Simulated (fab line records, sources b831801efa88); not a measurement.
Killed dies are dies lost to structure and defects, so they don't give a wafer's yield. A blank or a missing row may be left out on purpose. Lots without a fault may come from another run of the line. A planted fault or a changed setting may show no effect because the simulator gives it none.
Which tool did it? | flow sky130 | 11 lots, 33 wafers sampled, at 5 steps of a route of 708

WHAT THE GAUGES READ, wafer by wafer
SKY_SD_N_OVL_MEAS_08.
lot  | measured     | on         | SD_N_OVL (nm)
L796 | day 27 17:02 | overlay-02 | 0.8 0.3 0.5
L797 | day 28 10:54 | overlay-02 | 1.5 1.1 -0.5
L798 | day 28 16:21 | overlay-02 | -2.3 -1.9 -1.8
L801 | day 29 18:14 | overlay-02 | -0.4 -0.4 1.5
L802 | day 30 07:00 | overlay-01 | 60.1 59.0 57.6
L805 | day 31 00:27 | overlay-02 | 59.7 60.5 60.5
L810 | day 32 13:48 | overlay-01 | -1.1 0.2 -0.6
L811 | day 33 01:06 | overlay-02 | 1.1 0.5 0.0
L812 | day 33 07:39 | overlay-02 | 1.1 0.9 0.1
L814 | day 33 17:47 | overlay-02 | -0.6 1.0 0.0
L816 | day 34 17:24 | overlay-01 | 0.0 0.3 -1.6

SKY_SD_N_RS_MEAS_16: measures by four-point-probe.
lot  | measured     | on            | SD_N_RS (ohm/sq)
L796 | day 27 17:45 | film_metro-01 | 68.75 68.77 68.62
L797 | day 28 11:38 | film_metro-01 | 68.49 68.73 68.75
L798 | day 28 17:05 | film_metro-01 | 68.48 68.40 68.45
L801 | day 29 18:58 | film_metro-03 | 68.70 68.70 68.55
L802 | day 30 07:43 | film_metro-04 | 68.37 68.54 68.51
L805 | day 31 01:10 | film_metro-01 | 68.52 68.57 68.35
L810 | day 32 14:32 | film_metro-03 | 68.61 68.53 68.65
L811 | day 33 01:50 | film_metro-04 | 68.44 68.49 68.52
L812 | day 33 08:23 | film_metro-04 | 68.41 68.58 68.39
L814 | day 33 18:33 | film_metro-01 | 68.49 68.44 68.47
L816 | day 34 18:09 | film_metro-03 | 68.51 68.68 68.60

SKY_LI_CONTACT_BOW_MEAS_03.
lot  | measured     | on            | LI_CONTACT_BOW (um)
L796 | day 27 18:35 | film_metro-01 | 60 65 45
L797 | day 28 12:28 | film_metro-01 | 51 52 50
L798 | day 28 18:19 | film_metro-04 | 57 41 60
L801 | day 29 19:48 | film_metro-01 | 51 61 64
L802 | day 30 08:37 | film_metro-04 | 63 63 56
L805 | day 31 02:01 | film_metro-01 | 61 46 64
L810 | day 32 15:23 | film_metro-03 | 63 56 61
L811 | day 33 02:40 | film_metro-04 | 57 44 54
L812 | day 33 09:13 | film_metro-03 | 48 52 58
L814 | day 33 19:26 | film_metro-01 | 53 57 61
L816 | day 34 18:59 | film_metro-01 | 58 67 56

SKY_LI_CONTACT_CD_MEAS_12: target cd 170 nm.
lot  | measured     | on        | cd_nm (nm)
L796 | day 28 23:07 | cd_sem-01 | 170.7 169.6 171.1
L797 | day 29 16:55 | cd_sem-02 | 169.8 170.4 169.9
L798 | day 29 22:56 | cd_sem-02 | 169.1 169.4 169.8
L801 | day 30 23:13 | cd_sem-01 | 168.5 167.6 168.0
L802 | day 31 12:14 | cd_sem-01 | 172.2 173.1 173.3
L805 | day 32 05:08 | cd_sem-02 | 169.6 170.3 170.0
L810 | day 33 18:17 | cd_sem-02 | 170.9 170.0 170.4
L811 | day 34 05:07 | cd_sem-01 | 170.4 170.6 171.0
L812 | day 34 11:55 | cd_sem-02 | 170.2 170.2 170.0
L814 | day 34 21:49 | cd_sem-02 | 172.4 171.5 172.7
L816 | day 35 20:27 | cd_sem-02 | 170.6 172.6 169.7

WHICH TOOL RAN EACH LOT (tool, then ch and the chambers of the sampled wafers, then the start)
lot  | SKY_SD_N_EXPOSE_04
L796 | iline_stepper-02 ch 0, day 27 02:34
L797 | iline_stepper-01 ch 0, day 27 20:22
L798 | iline_stepper-02 ch 0, day 28 01:51
L801 | iline_stepper-02 ch 0, day 29 03:31
L802 | iline_stepper-01 ch 0, day 29 17:19
L805 | iline_stepper-01 ch 0, day 30 10:04
L810 | iline_stepper-02 ch 0, day 32 00:05
L811 | iline_stepper-02 ch 0, day 32 11:55
L812 | iline_stepper-02 ch 0, day 32 18:25
L814 | iline_stepper-02 ch 0, day 33 04:22
L816 | iline_stepper-02 ch 0, day 34 03:31
- SKY_SD_N_EXPOSE_04: exposes mask NSDM, target cd 380 nm.

WHAT THE TOOLS THEMSELVES READ (means of the sampled wafers that have a number; where no wafer has one, the mark that the record gives instead)
The record holds no such reading with a usual standard deviation.

THE ANSWER, worked out from the rows above alone
Rule: what is usual is taken from the lots themselves. Put in order of their means at a reading, lots are off if they are a third of the lots or fewer, leave a main group of 4 or more, and stand apart from it by a gap of 3 or more times the standard deviation of the main group's means; of several such gaps the widest counts. A main group whose means are all the same, to the digits that the tables above print for the reading, isn't used. A lot without any number at a reading at which 4 lots or more have one is off too. The other lots that the step has rows for count as sound. The gauges are gone through in route order, then the tools' own readings, and for those a lot's mean is taken as printed above. The first step at which some lot is off is used, and at that step the reading that is off furthest; a lot without a number counts as furthest.
Off: L802, L805, at SKY_SD_N_OVL_MEAS_08 (SD_N_OVL). The main group: mean -0.0 nm, standard deviation 0.82.
A tool fits if, at a process step before that reading, it ran every lot that is off, and no sound lot after the first of them. The gauges at SKY_SD_N_OVL_MEAS_08 are tried like those tools. One fits: iline_stepper-01 at SKY_SD_N_EXPOSE_04. Its last sound lot is L797 (day 27 20:22), its first lot that is off L802 (day 29 17:19): a fault that began between those two fits.

WHAT THE SIMULATOR HAD PUT IN
Scanner matching overlay: iline_stepper-01, from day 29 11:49 on, at SKY_SD_N_EXPOSE_04. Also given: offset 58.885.
Lots struck among those shown: L802, L805. The rule above found the same.
